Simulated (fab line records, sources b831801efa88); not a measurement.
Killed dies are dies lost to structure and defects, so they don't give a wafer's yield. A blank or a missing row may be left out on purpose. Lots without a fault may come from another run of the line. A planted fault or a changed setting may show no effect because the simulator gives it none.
Chamber matching | flow sky130 | SKY_POLY_CUT_ETCH_11 on rie_diel-01: 4 sister chambers
The step etches Si3N4 in CF4/CH2F2/Ar, stops on poly-Si, time 42.5 s, target depth 60 nm. 14 wafers are shown with their chamber, then 7 later ones without.

WAFERS WITH THEIR CHAMBER
wafer  | chamber | cf4_flow_sccm (sccm) | oes_product_au (a.u.) | throttle_valve_pct (%)
L076.2 | 3       | 40.01                | 0.839                 | 15.001
L076.3 | 2       | 39.93                | 0.832                 | 14.995
L076.4 | 1       | 39.77                | 0.829                 | 15.001
L074.1 | 2       | 39.91                | 0.836                 | 14.976
L074.3 | 3       | 40.14                | 0.841                 | 14.986
L074.5 | 0       | 40.32                | 0.843                 | 15.004
L079.2 | 1       | 40.03                | 0.823                 | 14.991
L079.3 | 2       | 40.09                | 0.825                 | 14.980
L079.5 | 1       | 40.06                | 0.822                 | 14.979
L085.1 | 3       | 40.13                | 0.823                 | 15.009
L085.5 | 3       | 40.01                | 0.832                 | 14.992
L085.6 | 2       | 39.99                | 0.828                 | 15.000
L086.1 | 3       | 40.00                | 0.820                 | 14.994
L086.4 | 2       | 40.07                | 0.816                 | 14.993

SIGNATURES (means of the wafers above)
reading            | chamber 0 | chamber 1 | chamber 2 | chamber 3 | scatter within a chamber
cf4_flow_sccm      | 40.3200   | 39.9533   | 39.9980   | 40.0580   | 0.0984
oes_product_au     | 0.84300   | 0.82467   | 0.82740   | 0.83100   | 0.00781
throttle_valve_pct | 15.00400  | 14.99033  | 14.98880  | 14.99640  | 0.00989
Rule: a wafer's distance from a chamber is the root of the sum, over the readings, of the square of ((its reading less the chamber's mean) divided by the reading's scatter). The wafer belongs to the nearest chamber; if the next one is less than 2 further off, it can't be placed. The scatter: the root of (the sum of the squares of (reading less its chamber's mean) over the shown wafers, divided by (wafers less chambers)).

WAFERS WITHOUT THEIR CHAMBER
wafer  | cf4_flow_sccm (sccm) | oes_product_au (a.u.) | throttle_valve_pct (%)
L086.5 | 40.04                | 0.820                 | 14.988
L090.1 | 39.99                | 0.826                 | 14.979
L090.2 | 39.90                | 0.833                 | 14.977
L090.5 | 39.95                | 0.824                 | 14.986
L091.2 | 40.16                | 0.827                 | 14.984
L091.5 | 40.20                | 0.833                 | 15.002
L091.6 | 40.04                | 0.824                 | 14.996

WHICH CHAMBER EACH WENT THROUGH
wafer  | from the rows above               | in truth
L086.5 | can't be placed: 2 or 1 or 3      | 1
L090.1 | can't be placed: 2 or 1 or 3      | 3
L090.2 | can't be placed: 2 or 1 or 3      | 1
L090.5 | can't be placed: 1 or 2 or 3      | 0
L091.2 | can't be placed: 3 or 2 or 1 or 0 | 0
L091.5 | can't be placed: 3 or 0 or 2 or 1 | 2
L091.6 | can't be placed: 3 or 2 or 1      | 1
Placed correctly: 0 of 7. Can't be placed from these rows: 7 (the true chamber is among the candidates in 6). Placed wrongly: 0.
